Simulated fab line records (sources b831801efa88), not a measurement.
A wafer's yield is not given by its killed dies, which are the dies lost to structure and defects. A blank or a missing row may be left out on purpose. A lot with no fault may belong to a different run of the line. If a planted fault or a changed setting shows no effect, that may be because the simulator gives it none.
fab line records    flow sky130
[record] lots = 11  wafers = 33  last_day = 50
route steps=708 shown METAL3@567 VIA3@573 PAD_OPEN@708
lots that met no fault: taken from a fault-free run of the same line
start_h: start of the lot's first displayed wafer, in hours after the record's first day    wait_h: hours from the lot's prior step to this one    " identical to the entry in the row above    L1.1+2: a single row standing in for several wafers    - no value present, or no start provided    * or withheld: withheld    < > ~ a bound
route shown NAME@n: NAME is a module with steps in the file, n the number in the route of the first one    usual: average and standard deviation across the fault-free wafers    same: alike in all rows    chamber/n: place in a boat    sites: readings site by site    _std_site: the standard deviation of these    _edge_site: outer sites' mean less inner sites'    radius_mm: for every site, how far away it sits from the centre of the wafer    mask NAME#n: copy n    behind: the tool/chamber that last shaped the wafer    hold: why the lot was held/for how many hours/how that ended    device: which transistor (n, p or np) failed to switch    end of line: the tests these same wafers got at the end of their route    step lacking rows: just its recipe    killed: dies lost to structure and defects at the first sort, not the wafer's yield    map: a wafer's dies, marking killed ones x, the rest . and places with no die _
set.NAME: the run value of the setting; set.NAME@STEP: its run value at that earlier step    model.NAME: the simulator's own value behind a step, which no gauge read
a sample of lots followed through the steps of the route, with each step as a table and each wafer as a row
services: a tool's chamber out of use, with start hour (start_h, from the record's first day; less than 0 if before it), hours out, and reason
[[steps]]
[step SKY_METAL3_ETCH_17]
[recipe] target = SiO2  stop_on = TiN  chemistry = C4F8/O2/Ar  source_w = 1500  bias_w = 1200  pressure_mtorr = 40  c4f8_flow_sccm = withheld  O2_flow_sccm = 6  Ar_flow_sccm = 300  time_s = 3.9  target_depth_a = 150
[usual] oes_product_au = 0.752/0.0063
lot.wafer  tool         chamber  start_h  wait_h  oes_product_au  rf_hours_counter_h
L971.4     rie_diel-01  3        916.99   0.0     0.758           3
L971.5     "            0        "        "       0.758           -
L971.6     "            3        "        "       0.746           -
L972.1     rie_diel-04  0        920.94   0.1     0.742           6
L972.4     "            2        "        "       0.752           14
L972.6     "            1        "        "       0.755           -
L973.2     rie_diel-04  2        929.73   0.1     0.746           14
L973.3     "            3        "        "       0.755           10
L973.5     "            2        "        "       0.758           -
L975.4     rie_diel-02  2        948.85   0.0     0.750           23
L975.5     "            1        "        "       0.757           -
L975.6     "            2        "        "       0.739           -
L978.1     rie_diel-01  2        976.99   0.1     0.744           4
L978.2     "            3        "        "       0.759           5
L978.4     "            0        "        "       0.752           22
L988.2     rie_diel-04  1        1033.88  0.1     0.752           8
L988.4     "            0        "        "       0.754           9
L988.5     "            2        "        "       0.762           -
L987.1     rie_diel-04  3        1035.64  0.1     0.750           13
L987.3     "            1        "        "       0.755           8
L987.5     "            0        "        "       0.762           -
L989.1     rie_diel-01  2        1042.33  0.1     0.745           6
L989.4     "            0        "        "       0.747           24
L989.5     "            2        "        "       0.750           -
L990.1     rie_diel-04  2        1044.33  0.1     0.740           17
L990.4     "            1        "        "       0.749           9
L990.5     "            3        "        "       0.752           -
L991.1     rie_diel-02  1        1050.89  0.1     0.754           6
L991.2     "            2        "        "       0.750           26
L991.4     "            2        "        "       0.746           -
L993.2     rie_diel-01  2        1064.94  0.1     0.750           6
L993.4     "            1        "        "       0.756           14
L993.5     "            1        "        "       0.748           -
[step SKY_METAL3_METAL_ETCH_18]
[recipe] target_depth_a = 8450  stop_on = SiO2  over_etch_frac = 0.3  time_s = 183.1  chemistry = Cl2/BCl3  resist_sidewall_deg = 88  pressure_mtorr = 10  icp_w = 900  bias_w = 48.5  Cl2_flow_sccm = 60  bcl3_flow_sccm = 30
[usual] drypump_motor_current_A = 6.07/0.27  oes_product_au = 0.866/0.0064  throttle_valve_pct = 22.264/0.0087
lot.wafer  tool          chamber  start_h  wait_h  drypump_motor_current_A  oes_product_au  rf_hours_counter_h  throttle_valve_pct
L971.4     rie_metal-02  1        917.06   0.1     6.38                     0.872           -                   22.270
L971.5     "             1        "        "       6.37                     0.862           -                   22.269
L971.6     "             0        "        "       5.62                     0.876           -                   22.262
L972.1     rie_metal-02  1        920.95   0.0     6.36                     0.856           4                   22.264
L972.4     "             0        "        "       5.68                     0.858           -                   22.263
L972.6     "             0        "        "       5.66                     0.872           -                   22.259
L973.2     rie_metal-03  0        929.75   0.0     6.22                     0.859           2                   22.260
L973.3     "             0        "        "       6.22                     0.880           -                   22.271
L973.5     "             0        "        "       6.22                     0.864           -                   22.239
L975.4     rie_metal-04  0        949.05   0.2     5.81                     0.870           -                   22.271
L975.5     "             0        "        "       5.86                     0.858           -                   22.268
L975.6     "             0        "        "       5.84                     0.877           -                   22.279
L978.1     rie_metal-02  0        977.00   0.0     5.66                     0.870           10                  22.266
L978.2     "             1        "        "       6.37                     0.865           6                   22.275
L978.4     "             0        "        "       5.65                     0.862           -                   22.265
L988.2     rie_metal-04  1        1033.90  0.0     6.30                     0.869           15                  22.273
L988.4     "             0        "        "       5.91                     0.871           -                   22.272
L988.5     "             0        "        "       5.85                     0.864           -                   22.297
L987.1     rie_metal-04  0        1035.66  0.0     5.85                     0.865           11                  22.269
L987.3     "             0        "        "       5.85                     0.867           -                   22.264
L987.5     "             1        "        "       6.31                     0.862           -                   22.261
L989.1     rie_metal-04  1        1042.35  0.0     6.32                     0.864           16                  22.281
L989.4     "             0        "        "       5.83                     0.861           -                   22.271
L989.5     "             1        "        "       6.32                     0.854           -                   22.258
L990.1     rie_metal-02  0        1044.35  0.0     5.65                     0.860           15                  22.260
L990.4     "             0        "        "       5.68                     0.859           -                   22.253
L990.5     "             1        "        "       6.36                     0.863           -                   22.274
L991.1     rie_metal-02  0        1050.91  0.0     5.63                     0.873           15                  22.267
L991.2     "             1        "        "       6.36                     0.868           10                  22.268
L991.4     "             1        "        "       6.36                     0.875           -                   22.267
L993.2     rie_metal-03  0        1064.96  0.0     6.20                     0.863           12                  22.266
L993.4     "             1        "        "       6.08                     0.859           -                   22.272
L993.5     "             1        "        "       6.08                     0.865           -                   22.268
[step SKY_VIA3_HDPCVD_00]
[recipe] material = SiO2  target_thk_nm = 1635  sigma_open_frac = 0.3  time_s = 272.5  temp_c = 400  sih4_flow_sccm = 60  pressure_mtorr = 6
[usual] run_length_s = 300.0/0.53
lot.wafer  tool       chamber  start_h  wait_h  run_length_s
L971.4     hdpcvd-02  1        917.87   0.1     299.3
L971.5     "          0        "        "       300.2
L971.6     "          2        "        "       299.4
L972.1     hdpcvd-02  0        921.73   0.0     300.5
L972.4     "          0        "        "       300.5
L972.6     "          1        "        "       299.5
L973.2     hdpcvd-02  0        930.55   0.0     300.3
L973.3     "          1        "        "       299.2
L973.5     "          2        "        "       299.7
L975.4     hdpcvd-02  1        949.95   0.1     314.7
L975.5     "          2        "        "       315.4
L975.6     "          0        "        "       316.5
L978.1     hdpcvd-02  0        977.77   0.0     316.8
L978.2     "          1        "        "       314.7
L978.4     "          1        "        "       315.2
L988.2     hdpcvd-01  0        1034.70  0.0     300.1
L988.4     "          0        "        "       300.2
L988.5     "          1        "        "       300.0
L987.1     hdpcvd-02  2        1036.43  0.0     300.0
L987.3     "          0        "        "       300.3
L987.5     "          2        "        "       299.4
L989.1     hdpcvd-01  2        1043.26  0.0     301.1
L989.4     "          2        "        "       300.8
L989.5     "          0        "        "       300.3
L990.1     hdpcvd-01  1        1045.52  0.0     299.6
L990.4     "          0        "        "       299.9
L990.5     "          1        "        "       300.2
L991.1     hdpcvd-01  1        1051.74  0.0     299.6
L991.2     "          2        "        "       300.5
L991.4     "          1        "        "       299.7
L993.2     hdpcvd-02  0        1065.85  0.0     300.8
L993.4     "          0        "        "       300.9
L993.5     "          1        "        "       299.2
[step SKY_VIA3_THK_MEAS_01]
[recipe] reads = SiO2_of_VIA3_HDPCVD_00
[usual] VIA3_HDPCVD_THK = 1622/15
lot.wafer  tool           chamber  start_h  wait_h  VIA3_HDPCVD_THK[nm]
L971.4     film_metro-02  -        917.98   0.0     1628
L971.5     "              -        "        "       1615
L971.6     "              -        "        "       1624
L972.1     film_metro-01  -        921.90   0.1     1581
L972.4     "              -        "        "       1592
L972.6     "              -        "        "       1602
L973.2     film_metro-01  -        930.73   0.1     1605
L973.3     "              -        "        "       1636
L973.5     "              -        "        "       1616
L975.4     film_metro-03  -        950.06   0.0     1724
L975.5     "              -        "        "       1742
L975.6     "              -        "        "       1709
L978.1     film_metro-01  -        977.94   0.1     1727
L978.2     "              -        "        "       1739
L978.4     "              -        "        "       1730
L988.2     film_metro-03  -        1034.88  0.1     1637
L988.4     "              -        "        "       1637
L988.5     "              -        "        "       1591
L987.1     film_metro-02  -        1036.60  0.1     1578
L987.3     "              -        "        "       1593
L987.5     "              -        "        "       1590
L989.1     film_metro-03  -        1043.43  0.1     1618
L989.4     "              -        "        "       1632
L989.5     "              -        "        "       1604
L990.1     film_metro-02  -        1045.70  0.1     1622
L990.4     "              -        "        "       1625
L990.5     "              -        "        "       1645
L991.1     film_metro-02  -        1051.91  0.1     1637
L991.2     "              -        "        "       1626
L991.4     "              -        "        "       1622
L993.2     film_metro-01  -        1066.03  0.1     1623
L993.4     "              -        "        "       1624
L993.5     "              -        "        "       1632
[step SKY_VIA3_ETCH_15]
[recipe] target = SiO2  chemistry = C4F8/O2/Ar  target_depth_nm = 507  stop_on = TiN  mask_material = KrF-thick  source_w = 1500  bias_w = 1200  pressure_mtorr = 40  c4f8_flow_sccm = withheld  O2_flow_sccm = 6  Ar_flow_sccm = 300  time_s = 78
[usual] oes_product_au = 0.946/0.0046
lot.wafer  tool         chamber  start_h  wait_h  oes_product_au  rf_hours_counter_h
L971.4     rie_diel-02  1        943.35   0.0     0.951           3
L971.5     "            1        "        "       0.948           -
L971.6     "            2        "        "       0.947           -
L972.1     rie_diel-01  3        946.80   0.0     0.942           4
L972.4     "            2        "        "       0.943           2
L972.6     "            1        "        "       0.943           -
L973.2     rie_diel-02  3        956.16   0.0     0.949           2
L973.3     "            2        "        "       0.944           23
L973.5     "            1        "        "       0.950           -
L975.4     rie_diel-02  0        975.60   0.0     0.946           9
L975.5     "            3        "        "       0.948           -
L975.6     "            2        "        "       0.942           -
L978.1     rie_diel-02  1        1002.40  0.0     0.954           5
L978.2     "            0        "        "       0.943           9
L978.4     "            3        "        "       0.953           4
L988.2     rie_diel-03  1        1058.27  0.0     0.950           13
L988.4     "            3        "        "       0.946           29
L988.5     "            0        "        "       0.944           -
L987.1     rie_diel-02  2        1060.35  0.0     0.947           26
L987.3     "            3        "        "       0.938           6
L987.5     "            2        "        "       0.944           -
L989.1     rie_diel-01  2        1066.30  0.0     0.938           7
L989.4     "            0        "        "       0.944           25
L989.5     "            3        "        "       0.947           -
L990.1     rie_diel-03  0        1069.05  0.0     0.947           14
L990.4     "            2        "        "       0.950           15
L990.5     "            1        "        "       0.937           -
L991.1     rie_diel-03  2        1074.62  0.0     0.948           16
L991.2     "            0        "        "       0.941           14
L991.4     "            0        "        "       0.946           -
L993.2     rie_diel-03  1        1087.77  0.0     0.941           14
L993.4     "            0        "        "       0.954           -
L993.5     "            2        "        "       0.947           -
[step SKY_PAD_OPEN_PROBE_99]
[usual] defect_limited_yield = 82.9/1.9  killed_at_M0_to_M3 = 42/6.3  killed_at_M4_up = 2.8/1.9  killed_at_contacts = 23/5.3  killed_at_front_end = 16/4.3  killed_at_other = 0.2/0.51  killed_dies = 84/9.3  killed_open = 46/7.6  killed_short = 38/6.3  sort_bin_3_pad_short = 0.8/0.41  sort_bin_5_function = 10.0/1.4  sort_bin_6_memory = 6.2/1.1  sort_n_pass = 408/9.3  sort_yield_pct = 82.9/1.9
[same] gross_dies = 492  killed_at_back_side = 0  sort_bin_4_leakage[%] = 0  sort_bin_8_speed[%] = 0
lot.wafer  tool       chamber  start_h  wait_h  defect_limited_yield[%]  killed_at_M0_to_M3  killed_at_M4_up  killed_at_contacts  killed_at_front_end  killed_at_other  killed_dies  killed_open  killed_short  sort_bin_3_pad_short[%]  sort_bin_5_function[%]  sort_bin_6_memory[%]  sort_n_pass  sort_yield_pct[%]
L971.4     prober-01  -        1088.97  0.2     82.5                     36                  8                31                  11                   0                86           47           39            1.2                      10.0                    6.3                   406          82.5
L971.5     prober-01  -        1089.02  0.2     83.1                     41                  0                22                  20                   0                83           38           45            1.6                      8.7                     6.5                   409          83.1
L971.6     prober-01  -        1089.07  0.2     81.5                     51                  3                22                  15                   0                91           55           36            0.2                      10.8                    7.5                   401          81.5
L972.1     prober-02  -        1094.18  0.1     86.2                     30                  1                27                  10                   0                68           34           34            0.6                      7.3                     5.9                   424          86.2
L972.4     prober-02  -        1094.33  0.2     83.1                     51                  3                17                  12                   0                83           45           38            0.2                      10.2                    6.5                   409          83.1
L972.6     prober-02  -        1094.43  0.2     84.3                     34                  6                21                  15                   1                77           33           44            0.8                      9.1                     5.7                   415          84.3
L973.2     prober-01  -        1099.55  0.1     83.7                     44                  3                21                  12                   0                80           54           26            0.6                      10.0                    5.7                   412          83.7
L973.3     prober-01  -        1099.60  0.2     82.5                     46                  3                24                  13                   0                86           33           53            1.2                      8.5                     7.7                   406          82.5
L973.5     prober-01  -        1099.70  0.2     80.1                     49                  5                27                  17                   0                98           46           52            1.2                      11.4                    7.3                   394          80.1
L975.4     prober-02  -        1117.38  0.2     80.7                     55                  0                25                  15                   0                95           50           45            1.0                      11.2                    7.1                   397          80.7
L975.5     prober-02  -        1117.43  0.2     82.5                     33                  7                25                  21                   0                86           48           38            0.8                      12.0                    4.7                   406          82.5
L975.6     prober-02  -        1117.48  0.2     78.7                     50                  3                33                  19                   0                105          64           41            0.2                      12.2                    8.9                   387          78.7
L978.1     prober-01  -        1139.72  0.1     85.2                     35                  2                21                  15                   0                73           41           32            0.6                      9.8                     4.5                   419          85.2
L978.2     prober-01  -        1139.77  0.1     83.5                     37                  1                28                  15                   0                81           50           31            0.8                      9.3                     6.3                   411          83.5
L978.4     prober-01  -        1139.87  0.2     83.5                     29                  3                29                  20                   0                81           43           38            0.6                      9.1                     6.7                   411          83.5
L988.2     prober-01  -        1184.04  0.1     86.2                     34                  3                17                  14                   0                68           37           31            1.0                      7.1                     5.7                   424          86.2
L988.4     prober-01  -        1184.14  0.2     83.5                     42                  1                22                  16                   0                81           43           38            1.0                      9.8                     5.7                   411          83.5
L988.5     prober-01  -        1184.19  0.2     85.2                     35                  3                22                  13                   0                73           36           37            0.8                      8.7                     5.3                   419          85.2
L987.1     prober-02  -        1185.90  0.1     81.7                     49                  1                22                  18                   0                90           55           35            0.8                      11.8                    5.7                   402          81.7
L987.3     prober-02  -        1186.00  0.2     87.6                     38                  1                10                  12                   0                61           34           27            0.6                      6.3                     5.5                   431          87.6
L987.5     prober-02  -        1186.10  0.2     83.9                     37                  5                28                  9                    0                79           44           35            1.4                      8.9                     5.7                   413          83.9
L989.1     prober-01  -        1188.11  0.1     85.0                     50                  3                10                  11                   0                74           47           27            0.2                      9.1                     5.7                   418          85.0
L989.4     prober-01  -        1188.26  0.2     82.3                     43                  3                26                  15                   0                87           53           34            1.2                      10.2                    6.3                   405          82.3
L989.5     prober-01  -        1188.31  0.2     82.7                     39                  2                30                  14                   0                85           44           41            0.4                      12.0                    4.9                   407          82.7
L990.1     prober-02  -        1192.67  0.1     81.3                     42                  6                22                  22                   0                92           38           54            1.8                      11.2                    5.7                   400          81.3
L990.4     prober-02  -        1192.82  0.2     80.9                     46                  0                23                  25                   0                94           55           39            1.0                      9.6                     8.5                   398          80.9
L990.5     prober-02  -        1192.87  0.2     79.1                     53                  2                25                  22                   1                103          59           44            1.0                      12.0                    7.9                   389          79.1
L991.1     prober-01  -        1196.49  0.1     83.3                     44                  3                19                  16                   0                82           46           36            1.0                      10.2                    5.5                   410          83.3
L991.2     prober-01  -        1196.54  0.1     83.1                     33                  4                28                  18                   0                83           54           29            1.0                      8.9                     6.9                   409          83.1
L991.4     prober-01  -        1196.64  0.2     83.5                     41                  5                22                  13                   0                81           51           30            0.2                      12.0                    4.3                   411          83.5
L993.2     prober-01  -        1205.43  0.1     79.5                     54                  3                29                  15                   0                101          57           44            0.6                      12.6                    7.3                   391          79.5
L993.4     prober-01  -        1205.53  0.2     79.9                     43                  2                34                  20                   0                99           63           36            1.0                      10.8                    8.3                   393          79.9
L993.5     prober-01  -        1205.58  0.2     79.3                     60                  1                25                  16                   0                102          55           47            2.0                      13.0                    5.7                   390          79.3
// killed by level:class
L971.4 CONTACT:geometric_particle:open=10 LI_CONTACT:geometric_particle:open=7 CONTACT:geometric_particle:short=7 VIA1:geometric_particle:open=7 VIA3:geometric_particle:open=7 METAL4:geometric_particle:short=7 VIA2:geometric_particle:open=5 LOCAL_INTERCONNECT:geometric_particle:short=4
L971.5 VIA1:geometric_particle:open=10 METAL2:geometric_particle:short=9 POLY_GATE:geometric_particle:short=8 CONTACT:geometric_particle:open=8 LI_CONTACT:geometric_particle:open=7 METAL1:geometric_particle:short=7 FIELD_ISO:geometric_particle:short=4 VIA3:geometric_particle:open=4
L971.6 VIA1:geometric_particle:open=18 CONTACT:geometric_particle:open=12 VIA2:geometric_particle:short=7 VIA3:geometric_particle:open=7 METAL2:geometric_particle:short=5 POLY_GATE:geometric_particle:short=4 POLY_GATE:geometric_particle:open=4 METAL1:geometric_particle:short=4
L972.1 CONTACT:geometric_particle:open=13 VIA1:geometric_particle:open=8 LI_CONTACT:geometric_particle:open=5 POLY_GATE:geometric_particle:short=4 CONTACT:geometric_particle:short=4 METAL1:geometric_particle:short=4 VIA1:geometric_particle:short=4 METAL2:geometric_particle:short=4
L972.4 VIA1:geometric_particle:open=10 CONTACT:geometric_particle:open=8 VIA3:geometric_particle:open=8 METAL3:geometric_particle:short=5 METAL1:geometric_particle:short=5 VIA3:geometric_particle:short=5 VIA2:geometric_particle:open=4 LI_CONTACT:geometric_particle:short=3
L972.6 CONTACT:geometric_particle:short=8 VIA2:geometric_particle:short=8 LI_CONTACT:geometric_particle:open=7 VIA1:geometric_particle:short=5 VIA1:geometric_particle:open=4 VIA3:geometric_particle:open=4 METAL4:geometric_particle:short=4 FIELD_ISO:geometric_particle:open=3
L973.2 VIA1:geometric_particle:open=14 VIA3:geometric_particle:open=8 CONTACT:geometric_particle:open=7 LI_CONTACT:geometric_particle:open=6 METAL1:geometric_particle:short=5 METAL2:geometric_particle:short=4 VIA2:geometric_particle:open=4 FIELD_ISO:geometric_particle:open=3
L973.3 METAL1:geometric_particle:short=9 LI_CONTACT:geometric_particle:open=6 LOCAL_INTERCONNECT:geometric_particle:short=6 CONTACT:geometric_particle:short=6 VIA2:geometric_particle:open=5 VIA1:geometric_particle:short=5 VIA1:geometric_particle:open=5 METAL2:geometric_particle:short=5
L973.5 VIA1:geometric_particle:open=10 LI_CONTACT:geometric_particle:open=7 LOCAL_INTERCONNECT:geometric_particle:short=7 CONTACT:geometric_particle:open=7 VIA1:geometric_particle:short=7 VIA3:geometric_particle:open=7 METAL1:geometric_particle:short=6 VIA2:geometric_particle:open=5
L975.4 VIA1:geometric_particle:open=16 CONTACT:geometric_particle:open=12 VIA3:geometric_particle:short=7 VIA1:geometric_particle:short=7 LOCAL_INTERCONNECT:geometric_particle:short=6 METAL2:geometric_particle:short=5 VIA3:geometric_particle:open=5 POLY_GATE:geometric_particle:short=4
L975.5 VIA1:geometric_particle:open=9 VIA2:geometric_particle:open=6 LI_CONTACT:geometric_particle:open=6 CONTACT:geometric_particle:short=6 LOCAL_INTERCONNECT:geometric_particle:short=5 CONTACT:geometric_particle:open=5 METAL2:geometric_particle:short=5 FIELD_ISO:geometric_particle:open=4
L975.6 LI_CONTACT:geometric_particle:open=12 CONTACT:geometric_particle:open=12 VIA1:geometric_particle:open=10 VIA2:geometric_particle:open=9 METAL1:geometric_particle:short=6 METAL3:geometric_particle:short=6 FIELD_ISO:geometric_particle:short=5 VIA3:geometric_particle:open=5
L978.1 METAL2:geometric_particle:short=10 CONTACT:geometric_particle:open=8 VIA3:geometric_particle:open=6 VIA2:geometric_particle:open=6 FIELD_ISO:geometric_particle:open=5 LI_CONTACT:geometric_particle:open=5 POLY_GATE:geometric_particle:open=5 CONTACT:geometric_particle:short=4
L978.2 VIA1:geometric_particle:open=13 CONTACT:geometric_particle:open=9 CONTACT:geometric_particle:short=7 LI_CONTACT:geometric_particle:open=5 LOCAL_INTERCONNECT:geometric_particle:short=5 METAL2:geometric_particle:short=5 FIELD_ISO:geometric_particle:open=4 POLY_GATE:geometric_particle:open=4
L978.4 CONTACT:geometric_particle:open=13 LI_CONTACT:geometric_particle:open=6 FIELD_ISO:geometric_particle:open=5 METAL1:geometric_particle:short=5 METAL2:geometric_particle:short=5 CONTACT:geometric_particle:short=4 VIA2:geometric_particle:open=4 POLY_GATE:geometric_particle:short=3
L988.2 VIA2:geometric_particle:open=11 VIA1:geometric_particle:open=7 LI_CONTACT:geometric_particle:open=6 VIA1:geometric_particle:short=6 CONTACT:geometric_particle:open=5 POLY_GATE:geometric_particle:short=4 CONTACT:geometric_particle:short=4 VIA3:geometric_particle:open=4
L988.4 VIA1:geometric_particle:open=13 LI_CONTACT:geometric_particle:open=9 METAL1:geometric_particle:short=7 CONTACT:geometric_particle:open=6 VIA3:geometric_particle:open=6 FIELD_ISO:geometric_particle:short=5 POLY_GATE:geometric_particle:short=5 VIA2:geometric_particle:open=4
L988.5 CONTACT:geometric_particle:open=9 POLY_GATE:geometric_particle:short=7 VIA3:geometric_particle:open=6 VIA1:geometric_particle:open=6 LOCAL_INTERCONNECT:geometric_particle:short=5 VIA2:geometric_particle:open=5 LI_CONTACT:geometric_particle:open=4 METAL2:geometric_particle:short=3
L987.1 VIA2:geometric_particle:open=16 VIA1:geometric_particle:open=11 CONTACT:geometric_particle:open=9 FIELD_ISO:geometric_particle:short=8 LI_CONTACT:geometric_particle:open=7 FIELD_ISO:geometric_particle:open=4 CONTACT:geometric_particle:short=4 METAL2:geometric_particle:short=4
L987.3 VIA1:geometric_particle:open=13 VIA2:geometric_particle:open=6 VIA3:geometric_particle:open=5 CONTACT:geometric_particle:open=4 SPACER:geometric_particle:short=3 CONTACT:geometric_particle:short=3 METAL1:geometric_particle:short=3 METAL2:geometric_particle:short=3
L987.5 CONTACT:geometric_particle:open=10 LI_CONTACT:geometric_particle:open=9 VIA1:geometric_particle:open=7 VIA1:geometric_particle:short=6 CONTACT:geometric_particle:short=5 METAL4:geometric_particle:short=5 VIA2:geometric_particle:open=4 METAL3:geometric_particle:short=4
L989.1 VIA1:geometric_particle:open=16 METAL2:geometric_particle:short=6 VIA2:geometric_particle:open=5 METAL1:geometric_particle:open=5 VIA1:geometric_particle:short=5 CONTACT:geometric_particle:open=4 VIA3:geometric_particle:open=4 FIELD_ISO:geometric_particle:short=3
L989.4 VIA1:geometric_particle:open=13 LI_CONTACT:geometric_particle:open=8 FIELD_ISO:geometric_particle:open=6 LI_CONTACT:geometric_particle:short=6 VIA3:geometric_particle:open=6 METAL3:geometric_particle:open=5 METAL2:geometric_particle:short=5 POLY_GATE:geometric_particle:open=4
L989.5 CONTACT:geometric_particle:open=12 VIA1:geometric_particle:open=9 LI_CONTACT:geometric_particle:open=7 CONTACT:geometric_particle:short=7 METAL1:geometric_particle:short=6 POLY_GATE:geometric_particle:short=5 VIA3:geometric_particle:short=5 POLY_GATE:geometric_particle:open=4
L990.1 CONTACT:geometric_particle:short=9 VIA1:geometric_particle:open=8 METAL2:geometric_particle:short=8 VIA3:geometric_particle:open=7 FIELD_ISO:geometric_particle:short=6 VIA1:geometric_particle:short=6 POLY_GATE:geometric_particle:short=5 CONTACT:geometric_particle:open=5
L990.4 FIELD_ISO:geometric_particle:open=13 CONTACT:geometric_particle:open=11 VIA1:geometric_particle:open=10 METAL2:geometric_particle:short=7 FIELD_ISO:geometric_particle:short=6 CONTACT:geometric_particle:short=6 VIA2:geometric_particle:open=6 VIA3:geometric_particle:open=6
L990.5 CONTACT:geometric_particle:open=11 VIA1:geometric_particle:open=11 VIA2:geometric_particle:open=9 VIA3:geometric_particle:open=8 METAL1:geometric_particle:short=7 FIELD_ISO:geometric_particle:short=6 VIA2:geometric_particle:short=6 METAL2:geometric_particle:short=6
L991.1 VIA1:geometric_particle:open=11 CONTACT:geometric_particle:open=10 METAL1:geometric_particle:short=8 POLY_GATE:geometric_particle:open=5 VIA2:geometric_particle:open=5 VIA3:geometric_particle:open=5 FIELD_ISO:geometric_particle:short=4 METAL3:geometric_particle:short=4
L991.2 CONTACT:geometric_particle:open=11 VIA1:geometric_particle:open=10 POLY_GATE:geometric_particle:open=8 LI_CONTACT:geometric_particle:open=6 LOCAL_INTERCONNECT:geometric_particle:short=5 VIA2:geometric_particle:open=5 CONTACT:geometric_particle:short=4 METAL1:geometric_particle:short=4
L991.4 VIA1:geometric_particle:open=12 LI_CONTACT:geometric_particle:open=8 VIA2:geometric_particle:open=8 CONTACT:geometric_particle:open=7 POLY_GATE:geometric_particle:open=5 METAL1:geometric_particle:short=5 VIA3:geometric_particle:open=5 FIELD_ISO:geometric_particle:short=4
L993.2 VIA1:geometric_particle:open=15 CONTACT:geometric_particle:open=14 VIA1:geometric_particle:short=9 VIA3:geometric_particle:open=8 CONTACT:geometric_particle:short=6 METAL2:geometric_particle:short=6 POLY_GATE:geometric_particle:short=5 LI_CONTACT:geometric_particle:open=5
L993.4 CONTACT:geometric_particle:open=18 VIA1:geometric_particle:open=12 VIA3:geometric_particle:open=8 POLY_GATE:geometric_particle:short=7 LI_CONTACT:geometric_particle:open=7 VIA1:geometric_particle:short=7 VIA2:geometric_particle:open=6 FIELD_ISO:geometric_particle:open=4
L993.5 CONTACT:geometric_particle:open=13 VIA2:geometric_particle:open=10 METAL2:geometric_particle:short=9 VIA1:geometric_particle:open=8 METAL1:geometric_particle:short=7 VIA1:geometric_particle:short=5 VIA2:geometric_particle:short=5 VIA3:geometric_particle:short=5
[[services]]
tool          chamber  start_h  hours  kind
rie_metal-04  -        897.11   2.8    pm
rie_diel-01   1        905.26   10.7   repair
rie_diel-02   -        907.79   10.7   repair
rie_diel-03   1        920.66   14.6   repair
rie_metal-04  1        936.01   13.9   repair
hdpcvd-01     -        945.28   0.6    repair
hdpcvd-02     -        950.25   15.0   pm
rie_diel-02   2        962.38   6.1    repair
rie_diel-02   0        971.46   2.9    repair
rie_metal-04  1        982.30   14.9   repair
rie_metal-02  1        982.77   17.3   repair
hdpcvd-01     -        986.07   1.4    repair
rie_diel-03   0        994.86   4.3    repair
rie_diel-03   1        1009.36  32.2   repair
rie_diel-03   3        1013.08  5.6    repair
rie_diel-01   0        1015.36  3.1    repair
rie_diel-01   -        1021.14  14.6   pm
rie_metal-02  0        1023.90  9.1    repair
hdpcvd-01     -        1037.21  2.8    pm
rie_diel-02   3        1045.32  11.2   repair
rie_metal-04  0        1045.44  15.5   repair
rie_diel-01   3        1051.26  1.5    repair
rie_diel-01   1        1070.44  3.9    repair
rie_diel-01   -        1085.67  25.3   repair
[[key]]
[first_sign] step = SKY_VIA3_HDPCVD_00  reading = run_length_s  direction = up  sigmas = 29  usual = *  struck = *
[effect] step = SKY_VIA3_THK_MEAS_01  reading = VIA3_HDPCVD_THK  direction = up  sigmas = 7  usual = 1622  struck = 1729
met_at SKY_VIA3_HDPCVD_00
struck_lots L975,L978
not_acting_at SKY_METAL3_ETCH_17,SKY_METAL3_METAL_ETCH_18,SKY_VIA3_ETCH_15
onset_between 930.55 949.95
[fault] kind = process_parameter_drift  tool = hdpcvd-02  chamber = -  onset_h = 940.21  steps = SKY_VIA3_HDPCVD_00  channel = time_s  offset = *  shape = step  end_h = 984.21  acts_in = *  stated = *
